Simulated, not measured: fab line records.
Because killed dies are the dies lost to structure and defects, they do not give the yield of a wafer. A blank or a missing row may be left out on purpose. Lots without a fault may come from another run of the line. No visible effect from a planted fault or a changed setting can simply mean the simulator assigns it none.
Check for tools in common	flow sky130	39 wafers sampled across 13 lots

## WHAT PROMPTED THE OPENING
At SKY_VT_ADJUST_HVTR_TW_MEAS_11 the reading VT_ADJUST_HVTR_TW is flagged on 3 of 13 lots. No-fault wafers: 210.4, standard deviation 1.3.
Rule: a lot is flagged in two cases, either no wafer of it has a number, or all its wafers with numbers fall more than 4 standard deviations from that mean. As for the other lots, they are considered sound.

lot	measured	on	VT_ADJUST_HVTR_TW, wafer by wafer	flag
L769	day 9 12:35	film_metro-03	208.4 209.3 208.4	
L772	day 11 00:50	film_metro-01	211.9 212.6 212.4	
L776	day 12 12:39	film_metro-01	211.2 210.8 211.2	
L778	day 12 16:05	film_metro-03	187.1 185.9 186.4	FLAGGED
L780	day 12 20:31	film_metro-02	186.4 188.3 187.1	FLAGGED
L782	day 13 17:11	film_metro-02	187.0 187.5 186.5	FLAGGED
L783	day 14 06:18	film_metro-01	213.2 212.9 213.8	
L784	day 14 12:32	film_metro-03	209.7 209.6 210.9	
L786	day 15 01:11	film_metro-03	209.8 210.3 209.5	
L788	day 15 13:50	film_metro-02	210.7 210.6 210.2	
L790	day 16 12:22	film_metro-02	211.0 210.8 211.0	
L791	day 16 17:05	film_metro-03	212.5 210.7 210.8	
L792	day 16 19:58	film_metro-01	212.8 211.5 212.9	
The numbers of the flagged lots are 186.9 on average: -23.5 against the usual, or -18 standard deviations.

## WHICH TOOL RAN EACH LOT
3 process steps preceding the reading are held in the record, out of 708 steps in the route. Every cell lists first the tool, next ch and the chambers used by the sampled wafers, and last the start.
lot	flag	SKY_FIELD_ISO_ETCH_17	SKY_PWDE_STRIP_09	SKY_VT_ADJUST_HVTR_IMPLANT_09
L769		rie_si-01 ch 0,1,3, day 2 04:42	plasma_asher-04 ch 0,1, day 3 17:36	implanter-02 ch 0, day 9 12:22
L772		rie_si-02 ch 0,2,3, day 2 20:33	plasma_asher-03 ch 0,1, day 4 22:49	implanter-02 ch 0, day 11 00:35
L776		rie_si-01 ch 2,3, day 3 20:09	plasma_asher-03 ch 0,1, day 5 23:51	implanter-02 ch 0, day 12 12:26
L778	FLAGGED	rie_si-01 ch 1,2, day 4 03:02	plasma_asher-03 ch 0,1, day 6 03:19	implanter-02 ch 0, day 12 15:51
L780	FLAGGED	rie_si-02 ch 1,3, day 4 12:45	plasma_asher-04 ch 0,1, day 6 08:06	implanter-02 ch 0, day 12 20:17
L782	FLAGGED	rie_si-02 ch 0,2,3, day 5 00:23	plasma_asher-03 ch 0,1, day 6 23:34	implanter-02 ch 0, day 13 16:56
L783		rie_si-02 ch 2,3, day 5 06:24	plasma_asher-01 ch 0,1, day 7 08:21	implanter-04 ch 0, day 14 06:05
L784		rie_si-02 ch 0,2,3, day 5 12:00	plasma_asher-01 ch 0,1, day 7 12:01	implanter-03 ch 0, day 14 12:17
L786		rie_si-01 ch 0,1, day 6 00:12	plasma_asher-01 ch 0,1, day 7 22:40	implanter-03 ch 0, day 15 00:56
L788		rie_si-02 ch 0,2, day 6 08:33	plasma_asher-04 ch 0,1, day 8 07:10	implanter-03 ch 0, day 15 13:35
L790		rie_si-02 ch 0,1,3, day 6 20:18	plasma_asher-04 ch 0,1, day 9 01:18	implanter-04 ch 0, day 16 12:10
L791		rie_si-02 ch 1,2,3, day 6 23:27	plasma_asher-01 ch 0,1, day 9 05:07	implanter-03 ch 0, day 16 16:50
L792		rie_si-01 ch 2,3, day 7 04:36	plasma_asher-03 ch 0,1, day 9 06:17	implanter-02 ch 0, day 16 19:45
What the steps here do:
- SKY_FIELD_ISO_ETCH_17: etches Si in HBr/Cl2/O2, target depth 342 nm, time 97.7 s.
- SKY_PWDE_STRIP_09: strips in O2/N2.
- SKY_VT_ADJUST_HVTR_IMPLANT_09
- SKY_VT_ADJUST_HVTR_TW_MEAS_11

## FLAGGED OVER TOTAL, TOOL BY TOOL (the gauges that took the reading come last)
step	tool	lots run	flagged	share of the flagged lots	sound lots run after its first flagged lot
SKY_FIELD_ISO_ETCH_17	rie_si-01	5	1	some	2 (L786,L792)
SKY_FIELD_ISO_ETCH_17	rie_si-02	8	2	some	5 (L783,L784,L788,L790,L791)
SKY_PWDE_STRIP_09	plasma_asher-01	4	0	none	-
SKY_PWDE_STRIP_09	plasma_asher-03	5	2	some	1 (L792)
SKY_PWDE_STRIP_09	plasma_asher-04	4	1	some	2 (L788,L790)
SKY_VT_ADJUST_HVTR_IMPLANT_09	implanter-02	7	3	all	1 (L792)
SKY_VT_ADJUST_HVTR_IMPLANT_09	implanter-03	4	0	none	-
SKY_VT_ADJUST_HVTR_IMPLANT_09	implanter-04	2	0	none	-
SKY_VT_ADJUST_HVTR_TW_MEAS_11	film_metro-01	4	0	none	-
SKY_VT_ADJUST_HVTR_TW_MEAS_11	film_metro-02	4	2	some	2 (L788,L790)
SKY_VT_ADJUST_HVTR_TW_MEAS_11	film_metro-03	5	1	some	3 (L784,L786,L791)

## THE TABLE: WHAT IT ALLOWS
1 row of the table ran every flagged lot: implanter-02 at SKY_VT_ADJUST_HVTR_IMPLANT_09.
- implanter-02 at SKY_VT_ADJUST_HVTR_IMPLANT_09 ran 7 lots, 3 of them flagged. Sound lots followed the first flagged one (L792) on it, something a lasting fault affecting the whole tool could not allow. Its own readings lie more than 4 standard deviations out on every wafer of the flagged lots: dose_ions_cm2, faraday_current_uA.
None of the table's rows ran every flagged lot and, after the first, no sound lot.

## WHAT THE SIMULATOR HAD PUT IN
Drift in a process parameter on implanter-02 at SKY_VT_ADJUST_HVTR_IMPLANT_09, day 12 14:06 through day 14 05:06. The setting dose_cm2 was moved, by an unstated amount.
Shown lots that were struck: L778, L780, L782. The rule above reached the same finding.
